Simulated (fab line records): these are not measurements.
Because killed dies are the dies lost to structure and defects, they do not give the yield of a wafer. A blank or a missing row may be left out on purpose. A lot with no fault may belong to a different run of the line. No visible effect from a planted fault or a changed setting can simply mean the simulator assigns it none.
fab line records    flow gf180mcu
record lots=11  wafers=33  lastDay=34
route steps=602 shown V3@451 V4@499 MIM@503
lots that met no fault: taken from a fault-free run of the same line
startH: the number of hours between the record's first day and the start of the first shown wafer of the lot    waitH: hours from the lot's prior step to this one    " the same as in the row above    L1.1+2: one row covering several wafers at once    - either no value or no given start    * or withheld: withheld    < > ~ a bound
route shown NAME@n: a module of which the file shows steps, and the number in the route of the first    usual: average and standard deviation across the fault-free wafers    same: alike in all rows    chamber/n: place in a boat    sites: the reading at each site    _std_site: how widely they spread, as a standard deviation    _edge_site: outer sites' mean less inner sites'    radiusMm: how far each site lies from the wafer's centre    mask NAME#n: copy n    behind: the most recent tool/chamber to have shaped the wafer    hold: why the lot was held/for how many hours/how that ended    device: the n, p or np transistor that did not switch    end of line: tests of these same wafers at the route's end    a step with no rows: only its recipe    killed: not the wafer's yield, but the dies lost to structure and defects at the first sort    map: dies across one wafer; x = killed, . = not, _ = none there
set.NAME: the setting that was run; set.NAME@STEP: the one run at that earlier step    model.NAME: the simulator's own value behind a step, which no gauge read
route steps across a sampled set of lots; one table per step, one row per wafer
services: from which hour (startH, from the record's first day; less than 0 if before it) a tool's chamber was out of use, for how many hours, and why
## steps
# step GF_V3_SPUTTER_22
# recipe material=TiN  targetThkNm=10  chamberPressurePa=5  powerW=4000  timeS=40
# usual cathodeDcPowerW=4000.0/0.68  throttleValvePct=29.7/1.3
lot.wafer  tool           chamber  startH  waitH  cathodeDcPowerW  throttleValvePct
L593.3     pvdSputter-03  -        515.73  0.0    3999.1           30.0
L593.4     "              -        "       "      3999.4           30.3
L593.5     "              -        "       "      4000.2           30.0
L595.2     pvdSputter-04  -        527.69  0.0    3998.6           32.2
L595.4     "              -        "       "      3999.2           29.8
L595.5     "              -        "       "      3999.0           30.0
L597.1     pvdSputter-04  -        556.03  0.0    3999.8           29.9
L597.2     "              -        "       "      4000.2           28.8
L597.6     "              -        "       "      4000.1           29.5
L598.1     pvdSputter-01  -        565.43  0.0    4000.1           30.2
L598.3     "              -        "       "      4000.0           28.7
L598.4     "              -        "       "      4000.1           27.7
L600.2     pvdSputter-03  -        571.47  0.0    4000.1           30.1
L600.3     "              -        "       "      3999.8           28.2
L600.6     "              -        "       "      3999.8           30.1
L601.1     pvdSputter-01  -        586.70  0.0    4000.1           28.5
L601.2     "              -        "       "      4001.4           30.5
L601.6     "              -        "       "      3999.7           27.6
L609.2     pvdSputter-04  -        645.26  0.0    4001.0           32.5
L609.3     "              -        "       "      3999.2           29.7
L609.6     "              -        "       "      4000.4           28.5
L610.3     pvdSputter-01  -        648.87  0.0    4000.8           27.4
L610.4     "              -        "       "      3999.9           27.5
L610.6     "              -        "       "      4000.2           31.2
L611.2     pvdSputter-01  -        656.27  0.0    3999.8           28.7
L611.3     "              -        "       "      4000.4           31.3
L611.6     "              -        "       "      3999.3           27.6
L613.3     pvdSputter-04  -        676.36  0.0    3999.9           32.6
L613.4     "              -        "       "      4000.8           29.8
L613.6     "              -        "       "      3999.8           29.6
L616.2     pvdSputter-04  -        688.81  0.0    3999.9           29.8
L616.4     "              -        "       "      3999.4           29.8
L616.6     "              -        "       "      4000.5           29.7
# step GF_V4_CVD_23
# recipe material=W  targetThkNm=350  timeS=104.9  tempC=400  pressureTorr=40
# usual heaterPowerW=780/83
lot.wafer  tool     chamber  startH  waitH  heaterPowerW
L593.3     cvdW-01  0        563.91  0.1    887
L593.4     "        1        "       "      752
L593.5     "        1        "       "      776
L595.2     cvdW-01  0        574.70  0.0    878
L595.4     "        0        "       "      931
L595.5     "        0        "       "      895
L597.1     cvdW-02  1        601.80  0.0    662
L597.2     "        0        "       "      804
L597.6     "        0        "       "      821
L598.1     cvdW-02  1        611.44  0.0    667
L598.3     "        1        "       "      654
L598.4     "        0        "       "      813
L600.2     cvdW-01  0        616.59  0.0    907
L600.3     "        0        "       "      895
L600.6     "        0        "       "      884
L601.1     cvdW-02  1        631.46  0.0    652
L601.2     "        0        "       "      820
L601.6     "        0        "       "      817
L609.2     cvdW-02  1        685.74  0.0    685
L609.3     "        1        "       "      686
L609.6     "        0        "       "      813
L610.3     cvdW-02  1        690.59  0.1    655
L610.4     "        0        "       "      806
L610.6     "        0        "       "      832
L611.2     cvdW-01  0        698.90  0.0    898
L611.3     "        1        "       "      777
L611.6     "        1        "       "      781
L613.3     cvdW-01  1        716.39  0.1    758
L613.4     "        0        "       "      884
L613.6     "        1        "       "      809
L616.2     cvdW-01  1        728.80  0.0    771
L616.4     "        1        "       "      779
L616.6     "        0        "       "      918
# step GF_V4_RS_MEAS_24
# recipe thkMeasGauge=four-point-probe  reads=W_of_V4_CVD_23+TiN_of_V4_SPUTTER_22+Ti_of_V4_SPUTTER_21
# usual V4_W_RS=0.329/0.0034
lot.wafer  tool          chamber  startH  waitH  V4_W_RS[ohm/sq]
L593.3     filmMetro-02  -        564.03  0.1    0.328
L593.4     "             -        "       "      0.326
L593.5     "             -        "       "      0.330
L595.2     filmMetro-02  -        574.83  0.1    0.326
L595.4     "             -        "       "      0.328
L595.5     "             -        "       "      0.332
L597.1     filmMetro-02  -        601.91  0.1    0.329
L597.2     "             -        "       "      0.331
L597.6     "             -        "       "      0.330
L598.1     filmMetro-03  -        611.55  0.1    0.334
L598.3     "             -        "       "      0.331
L598.4     "             -        "       "      0.334
L600.2     filmMetro-03  -        616.72  0.1    0.325
L600.3     "             -        "       "      0.326
L600.6     "             -        "       "      0.324
L601.1     filmMetro-02  -        631.57  0.1    0.328
L601.2     "             -        "       "      0.330
L601.6     "             -        "       "      0.331
L609.2     filmMetro-03  -        685.87  0.1    0.194
L609.3     "             -        "       "      0.333
L609.6     "             -        "       "      0.337
L610.3     filmMetro-03  -        690.70  0.1    0.330
L610.4     "             -        "       "      0.192
L610.6     "             -        "       "      0.331
L611.2     filmMetro-04  -        699.03  0.1    0.325
L611.3     "             -        "       "      0.323
L611.6     "             -        "       "      0.326
L613.3     filmMetro-03  -        716.50  0.1    0.330
L613.4     "             -        "       "      0.325
L613.6     "             -        "       "      0.329
L616.2     filmMetro-04  -        728.93  0.1    0.331
L616.4     "             -        "       "      0.327
L616.6     "             -        "       "      0.324
# step GF_V4_THK_MEAS_25
# recipe thkMeasGauge=xrf  reads=W_of_V4_CVD_23
# usual V4_W_THK=354/5.3
lot.wafer  tool          chamber  startH  waitH  V4_W_THK[nm]
L593.3     filmMetro-02  -        564.13  0.1    351
L593.4     "             -        "       "      350
L593.5     "             -        "       "      348
L595.2     filmMetro-02  -        574.94  0.1    352
L595.4     "             -        "       "      351
L595.5     "             -        "       "      347
L597.1     filmMetro-02  -        602.03  0.1    353
L597.2     "             -        "       "      347
L597.6     "             -        "       "      348
L598.1     filmMetro-03  -        611.67  0.1    348
L598.3     "             -        "       "      350
L598.4     "             -        "       "      348
L600.2     filmMetro-03  -        616.83  0.1    356
L600.3     "             -        "       "      356
L600.6     "             -        "       "      360
L601.1     filmMetro-02  -        631.69  0.1    353
L601.2     "             -        "       "      351
L601.6     "             -        "       "      349
L609.2     filmMetro-03  -        685.98  0.1    -
L609.3     "             -        "       "      354
L609.6     "             -        "       "      347
L610.3     filmMetro-03  -        690.80  0.1    353
L610.4     "             -        "       "      -
L610.6     "             -        "       "      354
L611.2     filmMetro-04  -        699.14  0.1    359
L611.3     "             -        "       "      363
L611.6     "             -        "       "      359
L613.3     filmMetro-03  -        716.60  0.1    355
L613.4     "             -        "       "      362
L613.6     "             -        "       "      355
L616.2     filmMetro-04  -        729.04  0.1    359
L616.4     "             -        "       "      364
L616.6     "             -        "       "      371
# step GF_V4_CMP_26
# recipe stopOn=SiO2  downForcePsi=3.5  platenRpm=60  tOverpolishS=15  targetThkNm=0  padVelocityMS=0.94248
# usual motorCurrentA=11.1/1.3  timeToEndpointS=83/3.6
lot.wafer  tool    chamber  startH  waitH  motorCurrentA  timeToEndpointS
L593.3     cmp-01  1        564.17  0.0    11.3           86
L593.4     "       3        "       "      11.4           90
L593.5     "       1        "       "      11.0           86
L595.4     cmp-02  1        574.99  0.0    12.5           81
L595.2     "       3        "       "      13.7           84
L595.5     "       1        "       "      12.6           82
L597.2     cmp-01  0        602.09  0.0    9.5            89
L597.1     "       3        "       "      12.2           90
L597.6     "       1        "       "      10.2           86
L598.3     cmp-01  1        611.73  0.0    10.7           85
L598.4     "       2        "       "      10.6           84
L598.1     "       0        "       "      9.6            83
L600.3     cmp-01  1        616.88  0.0    10.8           84
L600.2     "       2        "       "      10.2           87
L600.6     "       2        "       "      10.5           90
L601.2     cmp-01  2        631.80  0.1    10.9           80
L601.1     "       3        "       "      11.5           89
L601.6     "       2        "       "      10.9           81
L609.3     cmp-01  0        686.03  0.0    9.3            84
L609.2     "       2        "       "      10.1           144
L609.6     "       0        "       "      9.5            83
L610.4     cmp-02  3        690.84  0.0    12.9           141
L610.3     "       2        "       "      10.5           80
L610.6     "       3        "       "      13.5           79
L611.3     cmp-01  2        699.29  0.1    10.6           85
L611.2     "       3        "       "      11.8           93
L611.6     "       1        "       "      10.8           84
L613.3     cmp-02  1        716.64  0.0    12.1           80
L613.4     "       0        "       "      9.4            78
L613.6     "       1        "       "      12.5           80
L616.2     cmp-01  2        729.14  0.1    10.6           84
L616.4     "       0        "       "      9.5            85
L616.6     "       2        "       "      10.9           85
# step GF_MIM_SPUTTER_00
# recipe material=Ti  targetThkNm=37.5  arrivingIonEnergyEv=80  substrateTempC=200  chamberPressurePa=2  powerW=4000  timeS=150
# usual cathodeDcPowerW=4000.0/0.75  throttleValvePct=29.5/1.2
lot.wafer  tool           chamber  startH  waitH  cathodeDcPowerW  throttleValvePct
L593.3     pvdSputter-03  -        564.47  0.2    4000.7           30.3
L593.4     "              -        "       "      3998.9           28.3
L593.5     "              -        "       "      4000.2           30.2
L595.2     pvdSputter-03  -        575.29  0.1    3999.2           29.9
L595.4     "              -        "       "      4000.7           30.1
L595.5     "              -        "       "      3999.9           30.2
L597.1     pvdSputter-02  -        602.39  0.1    4000.8           28.4
L597.2     "              -        "       "      4000.9           29.8
L597.6     "              -        "       "      4001.2           29.8
L598.1     pvdSputter-01  -        612.03  0.1    4000.1           27.5
L598.3     "              -        "       "      4000.6           30.4
L598.4     "              -        "       "      4000.6           28.4
L600.2     pvdSputter-01  -        617.18  0.2    3998.8           27.6
L600.3     "              -        "       "      4000.1           30.4
L600.6     "              -        "       "      3999.9           31.3
L601.1     pvdSputter-02  -        632.05  0.1    3998.3           29.8
L601.2     "              -        "       "      4000.1           29.6
L601.6     "              -        "       "      3999.2           28.3
L609.2     pvdSputter-03  -        686.33  0.1    4000.5           29.7
L609.3     "              -        "       "      4001.2           30.3
L609.6     "              -        "       "      3999.8           29.7
L610.3     pvdSputter-03  -        691.14  0.1    4000.6           28.6
L610.4     "              -        "       "      4000.6           29.8
L610.6     "              -        "       "      4000.4           30.1
L611.2     pvdSputter-03  -        699.49  0.1    3999.8           30.1
L611.3     "              -        "       "      3999.9           29.9
L611.6     "              -        "       "      4000.2           30.0
L613.3     pvdSputter-01  -        716.94  0.2    3999.6           30.2
L613.4     "              -        "       "      4000.6           27.5
L613.6     "              -        "       "      4000.8           28.7
L616.2     pvdSputter-03  -        729.39  0.2    4000.6           30.0
L616.4     "              -        "       "      4000.0           29.9
L616.6     "              -        "       "      4000.6           29.7
# step GF_MIM_SPUTTER_02
# recipe material=AlCu  targetThkNm=450  powerW=10600  timeS=23.9  chamberPressurePa=0.4
# usual cathodeDcPowerW=10600/1.8  throttleValvePct=29.4/1.2
lot.wafer  tool           chamber  startH  waitH  cathodeDcPowerW  throttleValvePct
L593.3     pvdSputter-03  -        564.60  0.0    10597            30.3
L593.4     "              -        "       "      10600            28.5
L593.5     "              -        "       "      10600            30.1
L595.2     pvdSputter-03  -        581.42  0.0    10597            30.0
L595.4     "              -        "       "      10600            30.3
L595.5     "              -        "       "      10599            30.2
L597.1     pvdSputter-02  -        602.52  0.0    10601            28.2
L597.2     "              -        "       "      10600            29.7
L597.6     "              -        "       "      10599            29.5
L598.1     pvdSputter-01  -        612.16  0.0    10601            27.5
L598.3     "              -        "       "      10599            30.2
L598.4     "              -        "       "      10598            28.7
L600.2     pvdSputter-01  -        617.32  0.0    10601            27.4
L600.3     "              -        "       "      10600            30.2
L600.6     "              -        "       "      10600            31.3
L601.1     pvdSputter-02  -        632.18  0.0    10598            29.6
L601.2     "              -        "       "      10600            29.5
L601.6     "              -        "       "      10599            28.4
L609.2     pvdSputter-03  -        686.46  0.0    10600            29.9
L609.3     "              -        "       "      10599            30.1
L609.6     "              -        "       "      10601            29.9
L610.3     pvdSputter-03  -        691.28  0.0    10600            28.3
L610.4     "              -        "       "      10599            30.0
L610.6     "              -        "       "      10599            30.2
L611.2     pvdSputter-03  -        699.63  0.0    10601            30.0
L611.3     "              -        "       "      10598            29.7
L611.6     "              -        "       "      10598            30.0
L613.3     pvdSputter-01  -        717.07  0.0    10601            30.2
L613.4     "              -        "       "      10598            27.1
L613.6     "              -        "       "      10600            28.7
L616.2     pvdSputter-03  -        729.52  0.0    10599            30.0
L616.4     "              -        "       "      10600            30.2
L616.6     "              -        "       "      10599            29.7
## services
tool           chamber  startH  hours  kind
cvdW-01        -        498.70  0.9    repair
cmp-01         -        504.08  1.3    repair
pvdSputter-01  1        524.90  -      consumableReplace:kit
pvdSputter-01  1        524.90  18.0   scheduledDown
cvdW-01        -        531.90  1.5    repair
pvdSputter-03  -        547.87  2.4    repair
cmp-01         -        551.52  0.3    repair
cmp-02         -        562.48  0.5    repair
pvdSputter-02  -        562.65  1.2    repair
cvdW-01        0        566.76  4.5    repair
pvdSputter-02  -        567.83  1.2    repair
cvdW-02        0        569.79  8.8    repair
cmp-01         -        572.10  4.0    pm
pvdSputter-03  -        577.48  3.9    repair
pvdSputter-03  -        605.81  12.8   repair
pvdSputter-04  -        615.78  2.1    repair
cmp-02         -        629.14  3.6    pm
pvdSputter-04  -        645.37  5.0    repair
cmp-01         -        651.35  3.4    pm
cmp-02         -        654.78  7.9    pm
cmp-01         -        673.11  0.6    repair
cmp-02         -        674.58  0.3    repair
pvdSputter-01  -        723.15  1.0    repair
pvdSputter-01  -        723.18  2.8    repair
## key
firstSign step=GF_V4_RS_MEAS_24  reading=V4_W_RS  direction=down  sigmas=40  usual=0.329  struck=0.193
effect step=GF_V4_THK_MEAS_25  reading=V4_W_THK  direction=missing
effect step=GF_V4_CMP_26  reading=timeToEndpointS  direction=up  sigmas=16  usual=*  struck=*
metAt GF_V4_CVD_23
struckLots L609,L610
struckWafers L609.2,L610.4
notActingAt GF_V3_SPUTTER_22,GF_MIM_SPUTTER_00,GF_MIM_SPUTTER_02
onsetBetween 631.46 685.74
fault kind=processParameterDrift  tool=cvdW-02  chamber=-  onsetH=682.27  steps=GF_V4_CVD_23  channel=targetThkNm  offset=246.56  shape=step  endH=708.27  scope=struckWafersOnly  actsIn=theseRecipesOnly  stated=350
